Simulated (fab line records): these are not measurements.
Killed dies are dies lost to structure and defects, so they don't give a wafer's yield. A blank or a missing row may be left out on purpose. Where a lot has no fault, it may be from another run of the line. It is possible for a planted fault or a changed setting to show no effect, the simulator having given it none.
Which tool was responsible?    flow sky130    30 wafers from 10 lots sampled at 5 of the route's 708 steps

== WHAT EACH GAUGE READ, for each wafer ==
SKY_CAP2M_OVL_MEAS_12.
lot   measured      on          CAP2M_OVL (nm)
L797  day 41 05:11  overlay-01  -1.1 -1.9 -1.3
L800  day 42 01:23  overlay-01  1.0 2.0 0.3
L801  day 42 01:42  overlay-01  -0.7 -0.4 -1.1
L805  day 43 13:56  overlay-01  -1.6 -1.8 -1.7
L810  day 44 17:51  overlay-02  -2.9 -1.2 -1.9
L812  day 45 09:41  overlay-02  1.5 0.3 -0.7
L813  day 45 11:23  overlay-01  1.8 1.3 1.7
L817  day 46 12:02  overlay-02  -1.0 0.3 -1.8
L818  day 46 16:38  overlay-01  1.7 1.5 1.1
L819  day 47 05:28  overlay-02  0.2 -2.8 1.2

SKY_VIA4_RS_MEAS_19: measurement is done with a four-point probe.
lot   measured      on             VIA4_W_RS (ohm/sq)
L797  day 43 07:45  film-metro-02  0.2216 0.2207 0.2211
L800  day 44 02:47  film-metro-02  0.2188 0.2224 0.2208
L801  day 44 03:23  film-metro-03  0.2185 0.2148 0.2169
L805  day 45 13:20  film-metro-01  0.2215 0.2179 0.2167
L810  day 46 15:14  film-metro-01  0.2210 0.2193 0.2210
L812  day 47 06:09  film-metro-02  55.866 55.000 56.104
L813  day 47 08:19  film-metro-03  58.352 57.044 58.735
L817  day 48 07:25  film-metro-02  0.2168 0.2204 0.2215
L818  day 48 10:10  film-metro-02  0.2157 0.2166 0.2125
L819  day 49 00:10  film-metro-03  0.2180 0.2202 0.2170

SKY_VIA4_THK_MEAS_20: measures by xrf.
lot   measured      on             VIA4_W_THK (nm)
L797  day 43 07:52  film-metro-02  518 521 517
L800  day 44 02:54  film-metro-02  531 523 527
L801  day 44 03:29  film-metro-03  534 542 535
L805  day 45 13:26  film-metro-01  527 533 535
L810  day 46 15:20  film-metro-01  535 536 531
L812  day 47 06:16  film-metro-02  <0 - -
L813  day 47 08:26  film-metro-03  <0 <0 <0
L817  day 48 07:32  film-metro-02  531 523 523
L818  day 48 10:16  film-metro-02  533 533 545
L819  day 49 00:17  film-metro-03  539 531 539

== EACH LOT AND THE TOOL THAT RAN IT (in order: tool; ch and the chambers of the sampled wafers; start) ==
lot   SKY_VIA4_ETCH_12                    SKY_VIA4_CVD_18
L797  rie-diel-04 ch 1,2, day 43 06:52    cvd-w-02 ch 0,1, day 43 07:36
L800  rie-diel-03 ch 0,1,2, day 44 01:55  cvd-w-02 ch 0,1, day 44 02:38
L801  rie-diel-04 ch 1,2,3, day 44 02:28  cvd-w-01 ch 0,1, day 44 03:14
L805  rie-diel-04 ch 0,1,3, day 45 12:22  cvd-w-02 ch 0,1, day 45 13:11
L810  rie-diel-04 ch 0,1,2, day 46 14:16  cvd-w-01 ch 0,1, day 46 15:06
L812  rie-diel-04 ch 1,2,3, day 47 05:04  cvd-w-01 ch 0,1, day 47 05:59
L813  rie-diel-03 ch 0,3, day 47 07:25    cvd-w-01 ch 0,1, day 47 08:10
L817  rie-diel-01 ch 0,2,3, day 48 06:04  cvd-w-01 ch 0,1, day 48 07:15
L818  rie-diel-03 ch 1,3, day 48 09:16    cvd-w-01 ch 0,1, day 48 10:02
L819  rie-diel-04 ch 0,2,3, day 48 22:52  cvd-w-01 ch 0,1, day 49 00:01
- SKY_VIA4_ETCH_12: etches SiO2 in C4F8/O2/Ar, stops on TiN, target depth 580 nm.
- SKY_VIA4_CVD_18: deposits W, target thk 505 nm, time 152.14 s.

== AS READ BY THE TOOLS THEMSELVES (means over the sampled wafers that have a number; for cases with no such wafer, the mark the record gives instead) ==
SKY_VIA4_ETCH_12.
lot   tool         chamber-pressure-mTorr (mTorr)  oes-product-au (a.u.)  rf-fwd-power-W (W)
L797  rie-diel-04  40.00                           0.925                  1487
L800  rie-diel-03  39.96                           0.925                  1496
L801  rie-diel-04  39.99                           0.921                  1490
L805  rie-diel-04  40.00                           0.922                  1487
L810  rie-diel-04  40.01                           0.922                  1494
L812  rie-diel-04  40.05                           0.922                  1488
L813  rie-diel-03  39.97                           0.929                  1492
L817  rie-diel-01  40.00                           0.926                  1486
L818  rie-diel-03  40.01                           0.926                  1499
L819  rie-diel-04  40.01                           0.924                  1495

SKY_VIA4_CVD_18.
lot   tool      chamber-pressure-Torr (Torr)  heater-power-outer-w (W)  heater-power-w (W)
L797  cvd-w-02  39.97                         533                       865
L800  cvd-w-02  39.92                         487                       788
L801  cvd-w-01  39.94                         559                       921
L805  cvd-w-02  39.91                         480                       796
L810  cvd-w-01  39.99                         501                       872
L812  cvd-w-01  -                             -                         -
L813  cvd-w-01  -                             -                         -
L817  cvd-w-01  39.95                         512                       863
L818  cvd-w-01  39.99                         505                       872
L819  cvd-w-01  39.88                         566                       938

== THE ANSWER, worked out from the rows above alone ==
Rule: the lots themselves supply what counts as usual. The widest of any qualifying gaps counts: lots, ordered by their means at a reading, are off when they make up no more than a third of the lots, leave a main group of 4 or more, and stand apart from it by 3 or more times the standard deviation of that group's means. A main group whose means are all the same, to the digits that the tables above print for the reading, isn't used. A lot without any number at a reading at which 4 lots or more have one is off too. Where the step has rows for the other lots, those lots are counted as sound. After the gauges, taken in route order, come the tools' own readings; for these a lot's mean is taken, as printed above. The first step at which some lot is off is used, and at that step the reading that is off furthest; a lot without a number counts as furthest.
Off: L812, L813, seen at SKY_VIA4_RS_MEAS_19 (VIA4_W_RS). Mean 0.2188 ohm/sq and standard deviation 0.002 in the main group.
A tool fits if, at a process step before that reading, it ran every lot that is off, and no sound lot after the first of them. The gauges at SKY_VIA4_RS_MEAS_19 aren't tried: what is off there is off at SKY_VIA4_CVD_18 too, on other tools, and a gauge's error can't cause that. Not one of the candidates tried fits.

== WHAT THE SIMULATOR PUT IN ==
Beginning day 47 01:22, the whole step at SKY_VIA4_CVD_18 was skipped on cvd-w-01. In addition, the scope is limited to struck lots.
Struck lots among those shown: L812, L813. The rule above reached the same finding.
